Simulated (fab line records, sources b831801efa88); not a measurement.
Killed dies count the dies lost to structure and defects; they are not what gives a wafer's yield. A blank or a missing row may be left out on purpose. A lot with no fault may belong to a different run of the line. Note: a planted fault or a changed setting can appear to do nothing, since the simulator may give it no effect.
Matching of chambers | flow gf180mcu | 4 sister chambers for GF_V1_CMP_26 on cmp-02
The step polishes, stops on SiO2, t overpolish 15 s, target thk 0 nm. 24 wafers are shown with their chamber, then 12 later ones without.

## WAFERS, EACH WITH ITS CHAMBER
wafer  | chamber | motor_current_A (A) | time_to_endpoint_s (s) | overpolish_run_s (s)
L074.1 | 0       | 10.8                | 81                     | 15.003
L074.4 | 1       | 10.5                | 88                     | 14.993
L074.5 | 2       | 13.9                | 81                     | 14.999
L075.2 | 2       | 13.3                | 82                     | 15.014
L075.4 | 3       | 10.6                | 82                     | 15.009
L075.5 | 0       | 10.9                | 81                     | 15.004
L079.1 | 1       | 10.2                | 85                     | 15.012
L079.2 | 3       | 10.5                | 83                     | 15.011
L079.6 | 2       | 13.7                | 85                     | 14.999
L082.1 | 0       | 11.0                | 88                     | 14.998
L082.4 | 3       | 10.9                | 87                     | 15.004
L082.5 | 3       | 10.4                | 87                     | 15.012
L085.1 | 3       | 10.3                | 80                     | 15.002
L085.3 | 2       | 13.4                | 81                     | 14.971
L085.4 | 0       | 10.4                | 75                     | 15.003
L089.1 | 3       | 10.0                | 87                     | 14.999
L089.4 | 1       | 9.9                 | 89                     | 15.008
L089.6 | 0       | 11.0                | 83                     | 14.987
L090.3 | 3       | 9.8                 | 82                     | 14.977
L090.4 | 2       | 13.0                | 85                     | 15.014
L090.6 | 1       | 10.7                | 88                     | 14.983
L091.2 | 2       | 13.0                | 80                     | 15.004
L091.3 | 0       | 11.1                | 81                     | 15.005
L091.5 | 2       | 12.9                | 83                     | 15.003

SIGNATURES (averages over the wafers above)
reading            | chamber 0 | chamber 1 | chamber 2 | chamber 3 | scatter within a chamber
motor_current_A    | 10.867    | 10.325    | 13.314    | 10.357    | 0.344
time_to_endpoint_s | 81.50     | 87.50     | 82.43     | 84.00     | 2.93
overpolish_run_s   | 15.00000  | 14.99900  | 15.00057  | 15.00200  | 0.012
Rule: for a wafer and a chamber, the distance is found by dividing, reading by reading, the gap between the wafer's reading and the chamber's mean by the reading's scatter, squaring, summing and taking the root. If the next closest chamber is less than 2 further off than the closest, the wafer can't be placed; otherwise it belongs to the closest. The scatter: take each reading less its chamber's mean, square it, sum over the shown wafers, divide by the number of wafers less the number of chambers, and take the root.

## WAFERS WITHOUT THEIR CHAMBER
wafer  | motor_current_A (A) | time_to_endpoint_s (s) | overpolish_run_s (s)
L092.2 | 13.6                | 82                     | 15.031
L092.3 | 10.6                | 83                     | 15.013
L092.6 | 10.1                | 90                     | 14.995
L093.1 | 10.4                | 84                     | 15.011
L093.4 | 13.7                | 80                     | 14.999
L093.5 | 13.8                | 84                     | 14.996
L094.3 | 10.6                | 85                     | 14.982
L094.4 | 9.8                 | 83                     | 15.001
L094.6 | 10.7                | 80                     | 14.996
L096.1 | 10.0                | 82                     | 15.006
L096.2 | 13.6                | 82                     | 15.000
L096.3 | 10.5                | 86                     | 15.001

## WHICH CHAMBER EACH WENT THROUGH
wafer  | from the rows above          | in truth
L092.2 | 2                            | 2
L092.3 | can't be placed: 3 or 0 or 1 | 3
L092.6 | can't be placed: 1 or 3      | 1
L093.1 | can't be placed: 3 or 1 or 0 | 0
L093.4 | 2                            | 2
L093.5 | 2                            | 2
L094.3 | can't be placed: 1 or 3 or 0 | 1
L094.4 | can't be placed: 3 or 1 or 0 | 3
L094.6 | can't be placed: 0 or 3      | 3
L096.1 | can't be placed: 3 or 1 or 0 | 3
L096.2 | 2                            | 2
L096.3 | can't be placed: 1 or 3 or 0 | 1
4 of 12 placed correctly. Can't be placed from these rows: 8 (the true chamber is among the candidates in 8). Number placed wrongly: 0.
